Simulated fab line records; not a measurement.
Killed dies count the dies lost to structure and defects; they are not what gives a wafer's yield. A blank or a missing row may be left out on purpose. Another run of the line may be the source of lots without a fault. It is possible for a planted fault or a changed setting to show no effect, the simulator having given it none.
What tool caused it? / flow gf180mcu / 12 lots, 36 wafers sampled, at 2 steps of a route of 602

WHAT THE GAUGES SHOWED, per wafer
GF_M2_RS_MEAS_05: uses a four-point probe to measure.
lot=L075; measured=day 18 21:34; on=film-metro-03; M2_ALCU_RS (ohm/sq)=0.0707 0.0692 0.0691
lot=L077; measured=day 20 06:34; on=film-metro-01; M2_ALCU_RS (ohm/sq)=0.0691 0.0694 0.0689
lot=L079; measured=day 20 10:47; on=film-metro-04; M2_ALCU_RS (ohm/sq)=0.0693 0.0693 0.0693
lot=L081; measured=day 21 12:16; on=film-metro-01; M2_ALCU_RS (ohm/sq)=0.0694 0.0690 0.0711
lot=L083; measured=day 22 06:34; on=film-metro-01; M2_ALCU_RS (ohm/sq)=0.0696 0.0699 0.0695
lot=L085; measured=day 22 20:58; on=film-metro-03; M2_ALCU_RS (ohm/sq)=0.0702 0.0705 0.0702
lot=L087; measured=day 23 09:49; on=film-metro-03; M2_ALCU_RS (ohm/sq)=0.0715 0.0702 0.0715
lot=L089; measured=day 24 04:55; on=film-metro-03; M2_ALCU_RS (ohm/sq)=0.0700 0.0705 0.0693
lot=L091; measured=day 24 19:04; on=film-metro-03; M2_ALCU_RS (ohm/sq)=0.0699 0.0695 0.0703
lot=L093; measured=day 25 06:31; on=film-metro-04; M2_ALCU_RS (ohm/sq)=0.0699 0.0693 0.0698
lot=L095; measured=day 26 00:55; on=film-metro-01; M2_ALCU_RS (ohm/sq)=0.0704 0.0699 0.0700
lot=L097; measured=day 26 22:41; on=film-metro-03; M2_ALCU_RS (ohm/sq)=0.0689 0.0687 0.0687

EACH LOT AND THE TOOL THAT RAN IT (in order: tool; ch and the chambers of the sampled wafers; start)
lot=L075; GF_V1_CMP_04=cmp-01 ch 0,1,2, day 17 19:10
lot=L077; GF_V1_CMP_04=cmp-01 ch 0,1,3, day 19 03:41
lot=L079; GF_V1_CMP_04=cmp-01 ch 0,1, day 19 07:58
lot=L081; GF_V1_CMP_04=cmp-02 ch 0,2,3, day 20 10:32
lot=L083; GF_V1_CMP_04=cmp-02 ch 0,1,3, day 21 04:14
lot=L085; GF_V1_CMP_04=cmp-02 ch 0,1,2, day 21 19:19
lot=L087; GF_V1_CMP_04=cmp-01 ch 0,1,2, day 22 08:53
lot=L089; GF_V1_CMP_04=cmp-01 ch 1,2,3, day 23 03:44
lot=L091; GF_V1_CMP_04=cmp-02 ch 0,1,2, day 23 18:10
lot=L093; GF_V1_CMP_04=cmp-02 ch 1,3, day 24 06:13
lot=L095; GF_V1_CMP_04=cmp-01 ch 2,3, day 25 01:46
lot=L097; GF_V1_CMP_04=cmp-01 ch 2,3, day 25 23:35
- GF_V1_CMP_04: polishes SiO2.

THE ANSWER, worked out from the rows above alone
Rule: the lots themselves supply what counts as usual. The widest of any qualifying gaps counts: lots, ordered by their means at a reading, are off when they make up no more than a third of the lots, leave a main group of 4 or more, and stand apart from it by 3 or more times the standard deviation of that group's means. If all means in a main group match to the digits the tables above print for the reading, that group is not used. A lot without any number at a reading at which 4 lots or more have one is off too. The other lots that the step has rows for count as sound.
None of the lots is off at any reading shown; this tells nothing.

WHAT THE SIMULATOR HAD INSERTED
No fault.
